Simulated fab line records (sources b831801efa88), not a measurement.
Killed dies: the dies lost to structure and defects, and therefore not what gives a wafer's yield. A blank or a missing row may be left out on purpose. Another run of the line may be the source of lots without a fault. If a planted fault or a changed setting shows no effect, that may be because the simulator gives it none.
One fault through the eyes of 2 desks | flow gf180mcu | every desk sees just its own numbers, and what lay behind them comes last

## AT THE TOOL OWNER'S DESK: plasma asher-02
The tool's own readings at GF_CONTACT_STRIP_18 (strips in O2/N2): means of the sampled wafers that have a number, for each lot that ran on this tool. Marked OUT: a lot whose mean sits more than 4 standard deviations from the usual mean, which makes it out of limits; the brackets give that distance.
Columns: A = chamber pressure mTorr at GF_CONTACT_STRIP_18, usual 1500.0 mTorr; B = drypump motor current A at GF_CONTACT_STRIP_18, usual 5.90 A; C = heater power w at GF_CONTACT_STRIP_18, usual 303 W; D = o2 flow sccm at GF_CONTACT_STRIP_18, usual 3002 sccm; E = oes product au at GF_CONTACT_STRIP_18, usual 0.580 a.u.
lot  | first seen here | A      | B    | C   | D    | E
L163 | day 22 11:26    | 1500.7 | 5.71 | 291 | 3007 | 0.575
L164 | day 22 12:10    | 1499.4 | 5.90 | 287 | 2993 | 0.574
L167 | day 23 13:01    | 1500.9 | 5.73 | 289 | 3005 | 0.578
L169 | day 23 22:50    | 1499.6 | 5.94 | 289 | 3007 | 0.581
This desk's finding: nothing out of limits on any of the 4 lots.

## METROLOGY DESK
What the gauges read, lot by lot, whatever tool the lot ran on: means of the sampled wafers that have a number. Marked OUT: a lot whose mean sits more than 4 standard deviations from the usual mean, which makes it out of limits; the brackets give that distance.
Columns: A = HV_LDD_03_OVL at GF_HV_LDD_OVL_MEAS_47, usual -0.3 nm; B = cd nm at GF_PSD_CD_MEAS_07, usual 398.7 nm
lot  | first seen here | A    | B
L148 | day 12 17:45    | 0.3  | 396.7
L149 | day 12 18:50    | 1.4  | 398.7
L150 | day 13 09:32    | -0.9 | 400.4
L151 | day 13 22:56    | -2.4 | 404.4
L155 | day 15 00:01    | 1.0  | 399.5
L156 | day 15 11:26    | -0.4 | 402.5
L161 | day 17 03:23    | 0.2  | 399.2
L162 | day 17 12:09    | 0.8  | 401.1
L164 | day 18 02:56    | -0.7 | 401.6
L163 | day 18 03:28    | 0.3  | 397.4
L166 | day 18 23:46    | -2.6 | 402.1
L167 | day 19 08:32    | -1.3 | 394.9
L168 | day 19 11:26    | -0.2 | 395.8
L169 | day 19 17:46    | -1.3 | 397.8
This desk's finding: nothing out of limits on any of the 14 lots.

## PUT TOGETHER
The desk of the tool owner found nothing out of limits.
From the metrology desk's view, nothing was out of limits.

## WHAT WAS PUT IN BY THE SIMULATOR
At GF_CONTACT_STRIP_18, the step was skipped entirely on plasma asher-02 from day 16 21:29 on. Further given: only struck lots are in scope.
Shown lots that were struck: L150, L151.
